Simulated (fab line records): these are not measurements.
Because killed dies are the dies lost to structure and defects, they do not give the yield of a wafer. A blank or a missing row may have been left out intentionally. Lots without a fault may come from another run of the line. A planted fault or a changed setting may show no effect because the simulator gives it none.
A lot that was struck, set against a sound lot :: flow sky130 :: 27 steps out of a route of 708
Sound: wafers L119.3, L119.5, L119.6. Struck: wafer L115.2; the same lot's L115.6 was not struck, so it is left out; see the end for the cause.
Order at every step that has rows: each side's tool, ch and its chambers, its first start. Under that, the readings that differ: sound wafers :: struck wafers :: difference of the means :: sigmas: that difference in standard deviations of wafers without a fault.
alike: a reading whose means differ by less than 2 such deviations, as well as words and numbers matching on both sides. not compared: withheld readings; readings where some wafer has no value; bounds like >300 that might hide an equal value; numbers whose values overlap and for which the record gives no deviation.
The two part at a step that has a row with sigmas, a row that says differs or no value, or rows on one side only. When numbers do not overlap yet have no deviation, they are printed without sigmas and do not part them. Lack of a reading on every wafer of one side parts them only where that side has two or more wafers.

first, 2 steps without rows for these wafers: SKY_LDD_LDN_PEB_05; SKY_LDD_LDN_DEVELOP_06 (develop time 60 s).
SKY_LDD_LDN_OVL_MEAS_07:
  sound on overlay-01 at day 28 23:32; struck on overlay-02 at day 27 23:01
  alike: LDD_LDN_OVL
then, 4 steps without rows for these wafers: SKY_LDD_LDN_IMPLANT_08; SKY_LDD_LDN_IMPLANT_09; SKY_LDD_LDN_IMPLANT_10; SKY_LDD_LDN_IMPLANT_11.
SKY_LDD_LDN_STRIP_12: strips in O2/N2.
  sound on plasma_asher-02 ch 0,1, day 29 00:12; struck on plasma_asher-01 ch 0, day 27 23:39
reading: rf_hours_counter_h (h)
sound: - - -
struck: 24
difference: no value on the sound wafers
sigmas: 

reading: strip_time_to_endpoint_s (s)
sound: 14.26 14.22 14.19
struck: 14.14
difference: -0.08
sigmas: -2
  alike: drypump_motor_current_A, oes_product_au
SKY_LDD_LDN_TW_MEAS_13:
  sound on film_metro-02 at day 29 00:17; struck on film_metro-01 at day 27 23:46
reading: LDD_LDN_TW
sound: 1473 1481 1475
struck: 1503
difference: +27
sigmas: +3
then, 2 steps without rows for these wafers: SKY_LDD_LDN_CLEAN_14 (cleans in SC1/SC2, time 150 s); SKY_SPACER_CVD_00 (deposits Si3N4 from DCS/NH3, target thk 43.1 nm, time 740 s).
SKY_SPACER_THK_MEAS_01:
  sound on film_metro-04 at day 29 01:36; struck on film_metro-02 at day 28 01:04
reading: SPACER_CVD_00_THK (nm)
sound: 43.9 43.6 43.6
struck: 42.8
difference: -0.9
sigmas: -2
SKY_SPACER_ETCHBACK_02: etches Si3N4 in CH3F/O2, stops on SiO2, time 46.7 s, target depth 45 nm.
  sound on rie_diel-01 ch 0,3, day 29 01:38; struck on rie_diel-03 ch 3, day 28 01:07
reading: oes_product_au (a.u.)
sound: 0.865 0.871 0.859
struck: 0.732
difference: -0.133
sigmas: -20

reading: run_length_s (s)
sound: 75.1 75.0 75.0
struck: 90.6
difference: +15.6
sigmas: +36

reading: throttle_valve_pct (%)
sound: 10.583 10.566 10.570
struck: 10.534
difference: -0.039
sigmas: -4

reading: model.SiO2_of_SONOS_ONO_CVD_04.thk_nm (nm)
sound: 4.044 4.046 4.065
struck: 2.685
difference: -1.367
sigmas: 
  alike: ch3f_flow_sccm, drypump_motor_current_A
  not compared: rf_hours_counter_h
then, 8 steps without rows for these wafers: SKY_POLY_CUT_DEHYDRATE_00 (time 60 s); SKY_POLY_CUT_HMDS_01 (prime time 60 s); SKY_POLY_CUT_COAT_02 (resist thk 60 nm); SKY_POLY_CUT_COAT_03 (resist thk 450 nm); SKY_POLY_CUT_SOFTBAKE_04 (time 90 s); SKY_POLY_CUT_EXPOSE_05 (exposes mask NPCM, target cd 270 nm); SKY_POLY_CUT_PEB_06; SKY_POLY_CUT_DEVELOP_07 (develop time 60 s).
SKY_POLY_CUT_CD_MEAS_08 targets a cd of 270 nm.
  sound on cd_sem-02 at day 30 06:01; struck on cd_sem-01 at day 29 05:09
  alike: cd_nm
SKY_POLY_CUT_OVL_MEAS_09:
  sound on overlay-01 at day 30 06:07; struck on overlay-02 at day 29 05:15
  alike: POLY_CUT_OVL
SKY_POLY_CUT_ETCH_10: etches BARC in N2/H2, stops on SiO2, time 45.9 s, target depth 60 nm.
  sound on rie_diel-03 ch 0,1, day 30 06:08; struck on rie_diel-02 ch 2, day 29 05:17
reading: throttle_valve_pct (%)
sound: 13.234 13.227 13.227
struck: 13.210
difference: -0.019
sigmas: -2
  alike: drypump_motor_current_A, oes_product_au
  not compared: rf_hours_counter_h
SKY_POLY_CUT_ETCH_11: etches Si3N4 in CF4/CH2F2/Ar, stops on poly-Si, time 42.5 s, target depth 60 nm.
  sound on rie_diel-03 ch 0,1, day 30 06:11; struck on rie_diel-02 ch 2, day 29 05:20
reading: oes_product_au (a.u.)
sound: 0.827 0.829 0.826
struck: 0.796
difference: -0.031
sigmas: -5

reading: model.etch.depth_nm (nm)
sound: 61.78 61.88 61.09
struck: 57.93
difference: -3.65
sigmas: 

reading: model.POLY_CUT.feature_depth_nm (nm)
sound: 61.78 61.88 61.09
struck: 57.93
difference: -3.65
sigmas: 
  alike: drypump_motor_current_A, throttle_valve_pct
  not compared: rf_hours_counter_h
SKY_POLY_CUT_STRIP_12: strips in O2/N2.
  sound on plasma_asher-04 ch 0,1, day 30 06:15; struck on plasma_asher-03 ch 1, day 29 05:22
reading: rf_hours_counter_h (h)
sound: - - -
struck: 49
difference: no value on the sound wafers
sigmas: 
  alike: drypump_motor_current_A, oes_product_au, strip_time_to_endpoint_s
-- here the record skips 20 days between the struck wafers' starts before and after, leaving off in module POLY_CUT and picking up in module PAD_OPEN (first step shown: number 708 of the route) --
SKY_PAD_OPEN_PROBE_99:
  sound on prober-01 at day 49 22:30; struck on prober-01 at day 49 06:21
reading: model.etest.pfet_01v8.r_on_ohm_um
sound: 3012 2976 2940
struck: 2667
difference: -309
sigmas: 

reading: model.etest.res_pdiff.line_ohm_um
sound: 1375 1383 1362
struck: 1279
difference: -94
sigmas: 

reading: model.etest.res_ndiff.line_ohm_um
sound: 765.1 772.5 764.9
struck: 709.4
difference: -58.1
sigmas: 

reading: model.etest.sonos_uncharged.r_on_ohm_um
sound: 817 809.4 810.2
struck: 773.4
difference: -38.8
sigmas: 

reading: model.etest.pfet_01v8.drive_ua_um
sound: 185 187.7 190.3
struck: 210.6
difference: +22.9
sigmas: 

reading: model.etest.sram_pfet_latch.drive_ua_um
sound: 133.9 144.8 146.1
struck: 160.8
difference: +19.2
sigmas: 

reading: model.etest.pfet_01v8_hvt.drive_ua_um
sound: 137 140.1 141.9
struck: 157.7
difference: +18.0
sigmas: 

reading: model.etest.res_pdiff.rs_ohm_sq
sound: 196.9 200.1 197.4
struck: 187
difference: -11
sigmas: 
  alike: killed_at_M0_to_M3, killed_at_M4_up, killed_at_contacts, killed_at_front_end, killed_at_other, killed_dies, killed_open, killed_short

WHERE THEY PART
First at SKY_LDD_LDN_STRIP_12; last, within this record, at SKY_POLY_CUT_STRIP_12. Later steps at which nothing parts them and some readings are alike: SKY_PAD_OPEN_PROBE_99.

WHY: the cause the simulator had injected
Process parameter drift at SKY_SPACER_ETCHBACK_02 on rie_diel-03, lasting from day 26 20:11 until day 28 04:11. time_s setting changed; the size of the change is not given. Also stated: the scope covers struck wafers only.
